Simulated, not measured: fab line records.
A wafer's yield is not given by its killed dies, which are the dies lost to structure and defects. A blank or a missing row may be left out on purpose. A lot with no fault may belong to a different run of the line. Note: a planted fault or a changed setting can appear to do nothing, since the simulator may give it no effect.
Which of the tools did it? / flow gf180mcu / 36 wafers from 12 lots sampled at 5 of the route's 602 steps

## WHAT THE GAUGES READ, wafer by wafer
The record holds no reading of a measuring or inspecting step that can be judged against a usual standard deviation.

## TOOL THAT RAN EACH LOT (tool first, then ch and the chambers of the sampled wafers, then the start)
lot=L535; GF_PSD_COAT_02=litho-track-02 ch 0, day 14 01:20; GF_PSD_STRIP_10=plasma-asher-01 ch 0,1, day 14 11:59; GF_M1_SPUTTER_00=pvd-sputter-03, day 16 10:36; GF_M1_METAL_ETCH_16=rie-metal-03 ch 0,1, day 17 09:33; GF_V1_CMP_04=cmp-01 ch 0,1,2, day 17 10:30
lot=L536; GF_PSD_COAT_02=litho-track-04 ch 0, day 14 06:01; GF_PSD_STRIP_10=plasma-asher-02 ch 1, day 14 16:58; GF_M1_SPUTTER_00=pvd-sputter-03, day 16 15:28; GF_M1_METAL_ETCH_16=rie-metal-03 ch 0, day 17 14:59; GF_V1_CMP_04=cmp-02 ch 1,3, day 17 15:56
lot=L537; GF_PSD_COAT_02=litho-track-01 ch 0, day 14 12:49; GF_PSD_STRIP_10=plasma-asher-02 ch 0,1, day 14 23:29; GF_M1_SPUTTER_00=pvd-sputter-02, day 16 22:51; GF_M1_METAL_ETCH_16=rie-metal-04 ch 0,1, day 17 21:29; GF_V1_CMP_04=cmp-02 ch 0,2, day 17 22:24
lot=L538; GF_PSD_COAT_02=litho-track-02 ch 0, day 14 21:42; GF_PSD_STRIP_10=plasma-asher-02 ch 0,1, day 15 08:43; GF_M1_SPUTTER_00=pvd-sputter-02, day 17 08:58; GF_M1_METAL_ETCH_16=rie-metal-03 ch 0,1, day 18 08:26; GF_V1_CMP_04=cmp-02 ch 0,1,3, day 18 09:27
lot=L539; GF_PSD_COAT_02=litho-track-02 ch 0, day 15 01:50; GF_PSD_STRIP_10=plasma-asher-02 ch 0,1, day 15 12:52; GF_M1_SPUTTER_00=pvd-sputter-02, day 17 13:07; GF_M1_METAL_ETCH_16=rie-metal-03 ch 0,1, day 18 13:40; GF_V1_CMP_04=cmp-02 ch 0,1,3, day 18 14:34
lot=L543; GF_PSD_COAT_02=litho-track-04 ch 0, day 16 11:37; GF_PSD_STRIP_10=plasma-asher-03 ch 0,1, day 16 23:26; GF_M1_SPUTTER_00=pvd-sputter-03, day 19 02:04; GF_M1_METAL_ETCH_16=rie-metal-04 ch 0,1, day 20 02:45; GF_V1_CMP_04=cmp-02 ch 0,1,2, day 20 03:44
lot=L545; GF_PSD_COAT_02=litho-track-04 ch 0, day 17 08:55; GF_PSD_STRIP_10=plasma-asher-01 ch 0,1, day 17 20:51; GF_M1_SPUTTER_00=pvd-sputter-02, day 20 00:28; GF_M1_METAL_ETCH_16=rie-metal-03 ch 0, day 21 00:56; GF_V1_CMP_04=cmp-02 ch 0,2, day 21 01:56
lot=L552; GF_PSD_COAT_02=litho-track-01 ch 0, day 20 01:05; GF_PSD_STRIP_10=plasma-asher-01 ch 0,1, day 20 13:37; GF_M1_SPUTTER_00=pvd-sputter-02, day 22 17:16; GF_M1_METAL_ETCH_16=rie-metal-04 ch 0,1, day 23 17:02; GF_V1_CMP_04=cmp-02 ch 0,1,2, day 23 17:56
lot=L553; GF_PSD_COAT_02=litho-track-04 ch 0, day 20 06:26; GF_PSD_STRIP_10=plasma-asher-01 ch 0,1, day 20 19:37; GF_M1_SPUTTER_00=pvd-sputter-02, day 22 21:51; GF_M1_METAL_ETCH_16=rie-metal-03 ch 0,1, day 23 21:05; GF_V1_CMP_04=cmp-02 ch 1,3, day 23 21:59
lot=L554; GF_PSD_COAT_02=litho-track-04 ch 0, day 20 15:47; GF_PSD_STRIP_10=plasma-asher-01 ch 0,1, day 21 04:13; GF_M1_SPUTTER_00=pvd-sputter-02, day 23 06:08; GF_M1_METAL_ETCH_16=rie-metal-02 ch 0,1, day 24 05:06; GF_V1_CMP_04=cmp-01 ch 0,1,3, day 24 06:01
lot=L555; GF_PSD_COAT_02=litho-track-04 ch 0, day 21 01:33; GF_PSD_STRIP_10=plasma-asher-03 ch 0,1, day 21 13:20; GF_M1_SPUTTER_00=pvd-sputter-03, day 23 14:27; GF_M1_METAL_ETCH_16=rie-metal-04 ch 0,1, day 24 13:26; GF_V1_CMP_04=cmp-02 ch 0,1,2, day 24 14:22
lot=L558; GF_PSD_COAT_02=litho-track-04 ch 0, day 22 00:51; GF_PSD_STRIP_10=plasma-asher-01 ch 0,1, day 22 12:32; GF_M1_SPUTTER_00=pvd-sputter-02, day 24 13:31; GF_M1_METAL_ETCH_16=rie-metal-04 ch 0,1, day 25 10:56; GF_V1_CMP_04=cmp-01 ch 0,1,2, day 25 11:50
- GF_PSD_COAT_02: resist thk 1000 nm.
- GF_PSD_STRIP_10: strips in O2/N2.
- GF_M1_SPUTTER_00: material Ti, target thk 37.5 nm, time 150 s.
- GF_M1_METAL_ETCH_16: etches the open film in Cl2/BCl3, stops on SiO2, target depth 627.5 nm, time 104.6 s.
- GF_V1_CMP_04: polishes SiO2.

## WHAT THE TOOLS THEMSELVES READ (means of the sampled wafers that have a number; where no wafer has one, the mark that the record gives instead)
GF_PSD_COAT_02.
lot=L535; tool=litho-track-02; spin-speed-rpm (rpm)=3003.5
lot=L536; tool=litho-track-04; spin-speed-rpm (rpm)=2999.6
lot=L537; tool=litho-track-01; spin-speed-rpm (rpm)=3000.7
lot=L538; tool=litho-track-02; spin-speed-rpm (rpm)=2999.1
lot=L539; tool=litho-track-02; spin-speed-rpm (rpm)=2998.6
lot=L543; tool=litho-track-04; spin-speed-rpm (rpm)=3200.2
lot=L545; tool=litho-track-04; spin-speed-rpm (rpm)=3199.7
lot=L552; tool=litho-track-01; spin-speed-rpm (rpm)=3001.1
lot=L553; tool=litho-track-04; spin-speed-rpm (rpm)=2997.4
lot=L554; tool=litho-track-04; spin-speed-rpm (rpm)=2999.0
lot=L555; tool=litho-track-04; spin-speed-rpm (rpm)=2999.8
lot=L558; tool=litho-track-04; spin-speed-rpm (rpm)=3001.5

GF_PSD_STRIP_10.
lot=L535; tool=plasma-asher-01; chamber-pressure-mTorr (mTorr)=1499.7; drypump-motor-current-A (A)=5.9; heater-power-w (W)=296; oes-product-au (a.u.)=0.590; strip-time-to-endpoint-s (s)=16.46
lot=L536; tool=plasma-asher-02; chamber-pressure-mTorr (mTorr)=1500.3; drypump-motor-current-A (A)=5.4; heater-power-w (W)=322; oes-product-au (a.u.)=0.593; strip-time-to-endpoint-s (s)=16.56
lot=L537; tool=plasma-asher-02; chamber-pressure-mTorr (mTorr)=1499.9; drypump-motor-current-A (A)=6.1; heater-power-w (W)=300; oes-product-au (a.u.)=0.592; strip-time-to-endpoint-s (s)=16.58
lot=L538; tool=plasma-asher-02; chamber-pressure-mTorr (mTorr)=1499.1; drypump-motor-current-A (A)=5.8; heater-power-w (W)=304; oes-product-au (a.u.)=0.594; strip-time-to-endpoint-s (s)=16.54
lot=L539; tool=plasma-asher-02; chamber-pressure-mTorr (mTorr)=1498.9; drypump-motor-current-A (A)=6.2; heater-power-w (W)=300; oes-product-au (a.u.)=0.589; strip-time-to-endpoint-s (s)=16.48
lot=L543; tool=plasma-asher-03; chamber-pressure-mTorr (mTorr)=1500.2; drypump-motor-current-A (A)=5.6; heater-power-w (W)=336; oes-product-au (a.u.)=0.590; strip-time-to-endpoint-s (s)=16.12
lot=L545; tool=plasma-asher-01; chamber-pressure-mTorr (mTorr)=1499.9; drypump-motor-current-A (A)=5.9; heater-power-w (W)=296; oes-product-au (a.u.)=0.586; strip-time-to-endpoint-s (s)=16.16
lot=L552; tool=plasma-asher-01; chamber-pressure-mTorr (mTorr)=1500.9; drypump-motor-current-A (A)=5.9; heater-power-w (W)=296; oes-product-au (a.u.)=0.591; strip-time-to-endpoint-s (s)=16.55
lot=L553; tool=plasma-asher-01; chamber-pressure-mTorr (mTorr)=1499.2; drypump-motor-current-A (A)=5.9; heater-power-w (W)=293; oes-product-au (a.u.)=0.591; strip-time-to-endpoint-s (s)=16.54
lot=L554; tool=plasma-asher-01; chamber-pressure-mTorr (mTorr)=1500.2; drypump-motor-current-A (A)=5.9; heater-power-w (W)=299; oes-product-au (a.u.)=0.587; strip-time-to-endpoint-s (s)=16.55
lot=L555; tool=plasma-asher-03; chamber-pressure-mTorr (mTorr)=1500.8; drypump-motor-current-A (A)=5.2; heater-power-w (W)=331; oes-product-au (a.u.)=0.591; strip-time-to-endpoint-s (s)=16.62
lot=L558; tool=plasma-asher-01; chamber-pressure-mTorr (mTorr)=1500.5; drypump-motor-current-A (A)=5.9; heater-power-w (W)=300; oes-product-au (a.u.)=0.592; strip-time-to-endpoint-s (s)=16.61

GF_M1_SPUTTER_00.
lot=L535; tool=pvd-sputter-03; throttle-valve-pct (%)=29.8
lot=L536; tool=pvd-sputter-03; throttle-valve-pct (%)=30.0
lot=L537; tool=pvd-sputter-02; throttle-valve-pct (%)=31.6
lot=L538; tool=pvd-sputter-02; throttle-valve-pct (%)=29.9
lot=L539; tool=pvd-sputter-02; throttle-valve-pct (%)=31.4
lot=L543; tool=pvd-sputter-03; throttle-valve-pct (%)=29.4
lot=L545; tool=pvd-sputter-02; throttle-valve-pct (%)=30.8
lot=L552; tool=pvd-sputter-02; throttle-valve-pct (%)=30.5
lot=L553; tool=pvd-sputter-02; throttle-valve-pct (%)=31.6
lot=L554; tool=pvd-sputter-02; throttle-valve-pct (%)=30.5
lot=L555; tool=pvd-sputter-03; throttle-valve-pct (%)=29.9
lot=L558; tool=pvd-sputter-02; throttle-valve-pct (%)=29.9

GF_M1_METAL_ETCH_16.
lot=L535; tool=rie-metal-03; chamber-pressure-mTorr (mTorr)=8.004; drypump-motor-current-A (A)=5.69; oes-product-au (a.u.)=0.968; rf-fwd-power-W (W)=797.1; throttle-valve-pct (%)=28.255
lot=L536; tool=rie-metal-03; chamber-pressure-mTorr (mTorr)=8.001; drypump-motor-current-A (A)=5.99; oes-product-au (a.u.)=0.966; rf-fwd-power-W (W)=795.5; throttle-valve-pct (%)=28.250
lot=L537; tool=rie-metal-04; chamber-pressure-mTorr (mTorr)=8.000; drypump-motor-current-A (A)=5.78; oes-product-au (a.u.)=0.968; rf-fwd-power-W (W)=799.7; throttle-valve-pct (%)=28.255
lot=L538; tool=rie-metal-03; chamber-pressure-mTorr (mTorr)=7.999; drypump-motor-current-A (A)=5.83; oes-product-au (a.u.)=0.972; rf-fwd-power-W (W)=796.0; throttle-valve-pct (%)=28.262
lot=L539; tool=rie-metal-03; chamber-pressure-mTorr (mTorr)=7.995; drypump-motor-current-A (A)=5.83; oes-product-au (a.u.)=0.969; rf-fwd-power-W (W)=794.2; throttle-valve-pct (%)=28.257
lot=L543; tool=rie-metal-04; chamber-pressure-mTorr (mTorr)=8.000; drypump-motor-current-A (A)=5.79; oes-product-au (a.u.)=0.966; rf-fwd-power-W (W)=797.5; throttle-valve-pct (%)=28.251
lot=L545; tool=rie-metal-03; chamber-pressure-mTorr (mTorr)=8.001; drypump-motor-current-A (A)=5.98; oes-product-au (a.u.)=0.963; rf-fwd-power-W (W)=798.2; throttle-valve-pct (%)=28.267
lot=L552; tool=rie-metal-04; chamber-pressure-mTorr (mTorr)=8.007; drypump-motor-current-A (A)=5.97; oes-product-au (a.u.)=0.964; rf-fwd-power-W (W)=793.4; throttle-valve-pct (%)=28.262
lot=L553; tool=rie-metal-03; chamber-pressure-mTorr (mTorr)=8.013; drypump-motor-current-A (A)=5.82; oes-product-au (a.u.)=0.966; rf-fwd-power-W (W)=799.1; throttle-valve-pct (%)=28.256
lot=L554; tool=rie-metal-02; chamber-pressure-mTorr (mTorr)=7.997; drypump-motor-current-A (A)=5.82; oes-product-au (a.u.)=0.965; rf-fwd-power-W (W)=793.8; throttle-valve-pct (%)=28.273
lot=L555; tool=rie-metal-04; chamber-pressure-mTorr (mTorr)=8.003; drypump-motor-current-A (A)=5.97; oes-product-au (a.u.)=0.978; rf-fwd-power-W (W)=795.5; throttle-valve-pct (%)=28.249
lot=L558; tool=rie-metal-04; chamber-pressure-mTorr (mTorr)=8.000; drypump-motor-current-A (A)=5.80; oes-product-au (a.u.)=0.966; rf-fwd-power-W (W)=796.9; throttle-valve-pct (%)=28.261

GF_V1_CMP_04.
lot=L535; tool=cmp-01; motor-current-A (A)=12.5; time-to-endpoint-s (s)=69
lot=L536; tool=cmp-02; motor-current-A (A)=12.0; time-to-endpoint-s (s)=86
lot=L537; tool=cmp-02; motor-current-A (A)=11.9; time-to-endpoint-s (s)=82
lot=L538; tool=cmp-02; motor-current-A (A)=11.3; time-to-endpoint-s (s)=73
lot=L539; tool=cmp-02; motor-current-A (A)=11.2; time-to-endpoint-s (s)=81
lot=L543; tool=cmp-02; motor-current-A (A)=11.3; time-to-endpoint-s (s)=79
lot=L545; tool=cmp-02; motor-current-A (A)=11.3; time-to-endpoint-s (s)=73
lot=L552; tool=cmp-02; motor-current-A (A)=11.8; time-to-endpoint-s (s)=80
lot=L553; tool=cmp-02; motor-current-A (A)=11.7; time-to-endpoint-s (s)=83
lot=L554; tool=cmp-01; motor-current-A (A)=12.4; time-to-endpoint-s (s)=78
lot=L555; tool=cmp-02; motor-current-A (A)=11.8; time-to-endpoint-s (s)=86
lot=L558; tool=cmp-01; motor-current-A (A)=12.2; time-to-endpoint-s (s)=80

## THE ANSWER, worked out from the rows above alone
Rule: what is usual is taken from the lots themselves. The widest of any qualifying gaps counts: lots, ordered by their means at a reading, are off when they make up no more than a third of the lots, leave a main group of 4 or more, and stand apart from it by 3 or more times the standard deviation of that group's means. Not used: any main group whose means are identical at the precision the tables above print for the reading. Also off: a lot with no number at a reading for which 4 or more lots have one. Any other lot the step has rows for is counted as sound. Order of review: gauges by route order, followed by the tools' own readings, for which a lot's mean as printed above is used. At the first step where some lot is off, the reading lying furthest off is the one used; lots without a number count as furthest.
Off: L543, L545, at GF_PSD_COAT_02 (spin-speed-rpm). Main group: mean 3000.0 rpm, sd 1.6.
A tool fits if, at that step or a process step before it, it ran every lot that is off, and no sound lot after the first of them. None of those tried fits.

## WHAT THE SIMULATOR HAD INSERTED
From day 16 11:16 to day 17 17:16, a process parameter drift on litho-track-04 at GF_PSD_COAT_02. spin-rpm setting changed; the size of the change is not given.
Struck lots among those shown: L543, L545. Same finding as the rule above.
